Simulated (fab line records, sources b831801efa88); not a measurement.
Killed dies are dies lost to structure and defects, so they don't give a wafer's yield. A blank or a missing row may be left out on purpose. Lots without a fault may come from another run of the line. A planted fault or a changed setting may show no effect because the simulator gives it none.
A struck lot beside a sound one | flow sky130 | 30 steps out of a route of 708
Sound: wafers L343.1, L343.2, L343.5. Struck: wafers L358.1, L358.4, L358.5. The cause comes at the end.
At each step with rows: each side's tool, then ch and its chambers, then its first start. Under that, the readings that differ: sound wafers | struck wafers | difference of the means | sigmas: that difference in standard deviations of wafers without a fault.
alike: readings whose means differ by less than 2 such deviations, and words and numbers that are the same on both sides. not compared: withheld readings, readings that some wafer has no value for, bounds like >300 that may hide the same value, and numbers for which the record gives no deviation and whose values overlap.
The two part at a step that has a row with sigmas, a row that says differs or no value, or rows on one side only. Numbers that don't overlap but have no deviation are shown without sigmas and don't part them. A reading that every wafer of one side lacks parts them only if that side has two wafers or more.

SKY_PWDE_STRIP_09: strips in O2/N2.
  sound on plasma_asher-03 ch 0,1, day 4 06:17; struck on plasma_asher-04 ch 0,1, day 7 08:34
  alike: drypump_motor_current_A, oes_product_au, strip_time_to_endpoint_s
  not compared: rf_hours_counter_h
SKY_PWDE_TW_MEAS_10:
  sound on film_metro-04, day 4 06:23; struck on film_metro-02, day 7 08:40
  alike: PWDE_TW
then, 7 steps without rows for these wafers: SKY_NWELL_DEHYDRATE_03 (time 60 s); SKY_NWELL_HMDS_04 (prime time 60 s); SKY_NWELL_COAT_05 (resist thk 3000 nm); SKY_NWELL_SOFTBAKE_06; SKY_NWELL_EXPOSE_07 (exposes mask NWM, target cd 840 nm); SKY_NWELL_PEB_08; SKY_NWELL_DEVELOP_09 (develop time 60 s).
SKY_NWELL_OVL_MEAS_10:
  sound on overlay-01, day 4 22:55; struck on overlay-02, day 8 04:35
  alike: NWELL_00_OVL
then, 2 steps without rows for these wafers: SKY_NWELL_IMPLANT_11; SKY_NWELL_IMPLANT_12.
SKY_NWELL_IMPLANT_13:
  sound on implanter-02 ch 0, day 4 23:15; struck on implanter-01 ch 0, day 8 05:14
  alike: beam_on_s
SKY_NWELL_STRIP_14: strips in O2/N2.
  sound on plasma_asher-01 ch 0,1, day 4 23:24; struck on plasma_asher-03 ch 0,1, day 8 05:23
  alike: drypump_motor_current_A, oes_product_au, strip_time_to_endpoint_s
  not compared: rf_hours_counter_h
SKY_NWELL_TW_MEAS_15:
  sound on film_metro-04, day 4 23:30; struck on film_metro-01, day 8 05:29
  alike: NWELL_TW
then, 7 steps without rows for these wafers: SKY_NWELL_DEHYDRATE_16 (time 60 s); SKY_NWELL_HMDS_17 (prime time 60 s); SKY_NWELL_COAT_18 (resist thk 3000 nm); SKY_NWELL_SOFTBAKE_19; SKY_NWELL_EXPOSE_20 (exposes mask NWM COMPLEMENT, target cd 840 nm); SKY_NWELL_PEB_21; SKY_NWELL_DEVELOP_22 (develop time 60 s).
SKY_NWELL_OVL_MEAS_23:
  sound on overlay-01, day 5 16:06; struck on overlay-01, day 9 02:05
  alike: NWELL_01_OVL
then, 1 step without rows for these wafers: SKY_NWELL_IMPLANT_24.
SKY_NWELL_STRIP_25: strips in O2/N2.
  sound on plasma_asher-01 ch 0,1, day 5 16:17; struck on plasma_asher-02 ch 0,1, day 9 02:16
  reading                     | sound       | struck      | difference | sigmas
  drypump_motor_current_A (A) | 4.7 5.8 4.8 | 6.1 5.8 6.1 | +0.9       | +2
  alike: oes_product_au, strip_time_to_endpoint_s
  not compared: rf_hours_counter_h
SKY_NWELL_TW_MEAS_26:
  sound on film_metro-04, day 5 16:23; struck on film_metro-02, day 9 02:22
  alike: NWELL_2_TW
then, 1 step without rows for these wafers: SKY_NWELL_CLEAN_27 (cleans in SC1/SC2, time 150 s).
SKY_NWELL_RTA_28: time 30 s.
  sound on rtp_anneal-02 ch 0, day 5 16:30; struck on rtp_anneal-01 ch 0, day 9 02:29
  alike: lamp_power_pct, wafer_temp_C_max
SKY_NWELL_RS_MEAS_29: measures by four-point-probe.
  sound on film_metro-04, day 5 16:36; struck on film_metro-01, day 9 02:35
  reading           | sound             | struck            | difference | sigmas
  NWELL_RS (ohm/sq) | 626.4 626.5 625.9 | 604.2 606.6 603.9 | -21.4      | -13
-- the record jumps here: 40 days lie between the struck wafers' starts before and after (it left off in module NWELL and takes up again in module PAD_OPEN, whose first step shown is number 708 of the route) --
SKY_PAD_OPEN_PROBE_99:
  sound on prober-02, day 46 08:40; struck on prober-02, day 49 11:27
  reading                                | sound                         | struck                        | difference | sigmas
  model.etest.nfet_16v.r_on_ohm_um       | 1.393e+04 1.392e+04 1.381e+04 | 1.35e+04 1.344e+04 1.344e+04  | -4.27e+02  |
  model.etest.pfet_16v.r_on_ohm_um       | 1.52e+04 1.52e+04 1.536e+04   | 1.569e+04 1.572e+04 1.566e+04 | +4.367e+02 |
  model.etest.pfet_g5v0d10v5.r_on_ohm_um | 4816 4772 4741                | 5227 5180 5107                | +395       |
  model.etest.tip_p.rs_ohm_sq            | 6846 6818 6762                | 7037 7059 7046                | +239       |
  model.etest.tip_p_5v.rs_ohm_sq         | 2901 2884 2888                | 2975 2986 2970                | +86        |
  model.etest.pfet_01v8.r_on_ohm_um      | 2803 2782 2664                | 3026 3067 3038                | +294       |
  model.etest.pfet_g5v0d10v5.drive_ua_um | 333.9 339.9 336.4             | 310.9 307.1 309.2             | -27.7      |
  model.etest.pfet_01v8_lvt.drive_ua_um  | 178.2 179.4 180.4             | 149.9 148.9 147.9             | -30.4      |
  alike: killed_at_M0_to_M3, killed_at_M4_up, killed_at_contacts, killed_at_front_end, killed_at_other, killed_dies, killed_on_rim, killed_open, killed_short

WHERE THEY PART
First at SKY_NWELL_STRIP_25; last, within this record, at SKY_NWELL_RS_MEAS_29. Later steps at which nothing parts them and some readings are alike: SKY_PAD_OPEN_PROBE_99.

WHY: what the simulator had put in
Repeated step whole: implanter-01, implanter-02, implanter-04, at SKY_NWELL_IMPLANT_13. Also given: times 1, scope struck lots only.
